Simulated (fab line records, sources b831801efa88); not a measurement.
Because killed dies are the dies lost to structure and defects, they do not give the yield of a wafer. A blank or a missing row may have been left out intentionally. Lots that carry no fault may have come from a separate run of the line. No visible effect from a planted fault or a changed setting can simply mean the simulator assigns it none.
A lot that was struck, set against a sound lot / flow sky130 / 45 steps out of a route of 708
Sound: wafers L323.2, L323.4, L323.6. Struck: wafer L335.3. (L335.1 of the same lot was not struck and is left out.) The cause comes at the end.
At each step with rows: each side's tool, then ch and its chambers, then its first start. Under that, the readings that differ: sound wafers / struck wafers / difference of the means / sigmas: that difference in standard deviations of wafers without a fault.
alike: readings with means less than 2 such deviations apart, plus words and numbers identical on both sides. not compared: withheld readings, readings lacking a value on some wafer, bounds such as >300 that could conceal the same value, and numbers that have no deviation in the record and whose values overlap.
A row with sigmas, a row that says differs or no value, or rows on one side alone: a step with any of these is where the two part. Numbers that don't overlap but have no deviation are shown without sigmas and don't part them. A reading missing from all wafers of one side parts the sides only when that side holds two or more wafers.

SKY_LDD_P_OVL_MEAS_08:
  sound: overlay-02 at day 21 03:34; struck: overlay-02 at day 24 23:49
  alike: LDD_P_OVL
then, 1 step without rows for these wafers: SKY_LDD_P_IMPLANT_09.
SKY_LDD_P_STRIP_10: strips in O2/N2.
  sound on plasma asher-01 ch 0,1, day 21 03:45; struck on plasma asher-01 ch 0, day 25 00:00
  alike: chamber pressure mTorr, drypump motor current A, oes product au, strip time to endpoint s
  not compared: rf hours counter h
SKY_LDD_P_TW_MEAS_11:
  sound: film metro-02 at day 21 03:52; struck: film metro-01 at day 25 00:06
  alike: LDD_P_TW
then, 7 steps without rows for these wafers: SKY_LDD_HVN_DEHYDRATE_00 (time 60 s); SKY_LDD_HVN_HMDS_01 (prime time 60 s); SKY_LDD_HVN_COAT_02 (resist thk 300 nm); SKY_LDD_HVN_SOFTBAKE_03 (time 60 s); SKY_LDD_HVN_EXPOSE_04 (exposes mask HVNTM, target cd 700 nm); SKY_LDD_HVN_PEB_05; SKY_LDD_HVN_DEVELOP_06 (develop time 60 s).
SKY_LDD_HVN_OVL_MEAS_07:
  sound: overlay-01 at day 22 11:00; struck: overlay-01 at day 26 06:13
reading=LDD_HVN_OVL (nm); sound=2.1 0.6 -0.2; struck=-2.8; difference=-3.6; sigmas=-3
SKY_LDD_HVN_IMPLANT_08:
  sound on implanter-02 ch 0, day 22 11:03; struck on implanter-03 ch 0, day 26 06:15
  alike: faraday current uA
SKY_LDD_HVN_STRIP_09: strips in O2/N2.
  sound on plasma asher-02 ch 0,1, day 22 11:11; struck on plasma asher-02 ch 0, day 26 06:24
  alike: chamber pressure mTorr, drypump motor current A, oes product au, strip time to endpoint s
  not compared: rf hours counter h
SKY_LDD_HVN_TW_MEAS_10:
  sound: film metro-02 at day 22 11:17; struck: film metro-01 at day 26 06:30
reading=LDD_HVN_TW; sound=1454 1457 1439; struck=1410; difference=-40; sigmas=-3
then, 7 steps without rows for these wafers: SKY_LDD_HVP_DEHYDRATE_00 (time 60 s); SKY_LDD_HVP_HMDS_01 (prime time 60 s); SKY_LDD_HVP_COAT_02 (resist thk 300 nm); SKY_LDD_HVP_SOFTBAKE_03 (time 60 s); SKY_LDD_HVP_EXPOSE_04 (exposes mask HVPTM, target cd 700 nm); SKY_LDD_HVP_PEB_05; SKY_LDD_HVP_DEVELOP_06 (develop time 60 s).
SKY_LDD_HVP_OVL_MEAS_07:
  sound: overlay-01 at day 23 17:22; struck: overlay-01 at day 27 11:56
  alike: LDD_HVP_OVL
then, 1 step without rows for these wafers: SKY_LDD_HVP_IMPLANT_08.
SKY_LDD_HVP_STRIP_09: strips in O2/N2.
  sound on plasma asher-04 ch 0,1, day 23 17:33; struck on plasma asher-03 ch 1, day 27 12:07
  alike: chamber pressure mTorr, drypump motor current A, oes product au, strip time to endpoint s
  not compared: rf hours counter h
SKY_LDD_HVP_TW_MEAS_10:
  sound: film metro-03 at day 23 17:40; struck: film metro-03 at day 27 12:13
  alike: LDD_HVP_TW
then, 7 steps without rows for these wafers: SKY_LDD_LDN_DEHYDRATE_00 (time 60 s); SKY_LDD_LDN_HMDS_01 (prime time 60 s); SKY_LDD_LDN_COAT_02 (resist thk 1140 nm); SKY_LDD_LDN_SOFTBAKE_03 (time 60 s); SKY_LDD_LDN_EXPOSE_04 (exposes mask LDNTM, target cd 700 nm); SKY_LDD_LDN_PEB_05; SKY_LDD_LDN_DEVELOP_06 (develop time 60 s).
SKY_LDD_LDN_OVL_MEAS_07:
  sound: overlay-01 at day 24 23:40; struck: overlay-01 at day 28 17:08
  alike: LDD_LDN_OVL
then, 4 steps without rows for these wafers: SKY_LDD_LDN_IMPLANT_08; SKY_LDD_LDN_IMPLANT_09; SKY_LDD_LDN_IMPLANT_10; SKY_LDD_LDN_IMPLANT_11.
SKY_LDD_LDN_STRIP_12: strips in O2/N2.
  sound on plasma asher-01 ch 0, day 25 00:18; struck on plasma asher-03 ch 1, day 28 17:47
reading=drypump motor current A (A); sound=5.0 5.0 5.0; struck=6.1; difference=+1.1; sigmas=+2
  alike: chamber pressure mTorr, oes product au, strip time to endpoint s
  not compared: rf hours counter h
SKY_LDD_LDN_TW_MEAS_13:
  sound: film metro-03 at day 25 00:25; struck: film metro-01 at day 28 17:53
reading=LDD_LDN_TW; sound=1478 1482 1485; struck=1454; difference=-28; sigmas=-3
then, 2 steps without rows for these wafers: SKY_LDD_LDN_CLEAN_14 (cleans in SC1/SC2, time 150 s); SKY_SPACER_CVD_00 (deposits Si3N4 from DCS/NH3, target thk 43.1 nm, time 740 s).
-- the record jumps here: 19 days lie between the struck wafers' starts before and after (it left off in module SPACER and takes up again in module VIA4, whose first step shown is number 658 of the route) --
SKY_VIA4_RS_MEAS_19: the measuring method here is four-point-probe.
  sound: film metro-04 at day 44 23:10; struck: film metro-03 at day 47 15:34
  alike: VIA4_W_RS
  not compared: hold
SKY_VIA4_THK_MEAS_20: measures by xrf.
  sound: film metro-04 at day 44 23:17; struck: film metro-03 at day 47 21:13
  alike: VIA4_W_THK
  not compared: hold
-- the record jumps here: 2 days lie between the struck wafers' starts before and after (it left off in module VIA4 and takes up again in module PAD_OPEN, whose first step shown is number 708 of the route) --
SKY_PAD_OPEN_PROBE_99:
  sound: prober-02 at day 47 19:51; struck: prober-02 at day 50 04:52
reading=model.etest.tip_n_5v.rs ohm sq range; sound=24.59 30.82 21.73; struck=231.4; difference=+205.7; sigmas=
  alike: killed_at_M0_to_M3, killed_at_M4_up, killed at contacts, killed at front end, killed at other, killed dies, killed open, killed short

== WHERE THEY PART ==
Last at SKY_LDD_LDN_TW_MEAS_13 as far as this record goes, first at SKY_LDD_HVN_OVL_MEAS_07. Later steps at which nothing parts them and some readings are alike: SKY_VIA4_RS_MEAS_19, SKY_VIA4_THK_MEAS_20, SKY_PAD_OPEN_PROBE_99.

WHY: the cause the simulator had injected
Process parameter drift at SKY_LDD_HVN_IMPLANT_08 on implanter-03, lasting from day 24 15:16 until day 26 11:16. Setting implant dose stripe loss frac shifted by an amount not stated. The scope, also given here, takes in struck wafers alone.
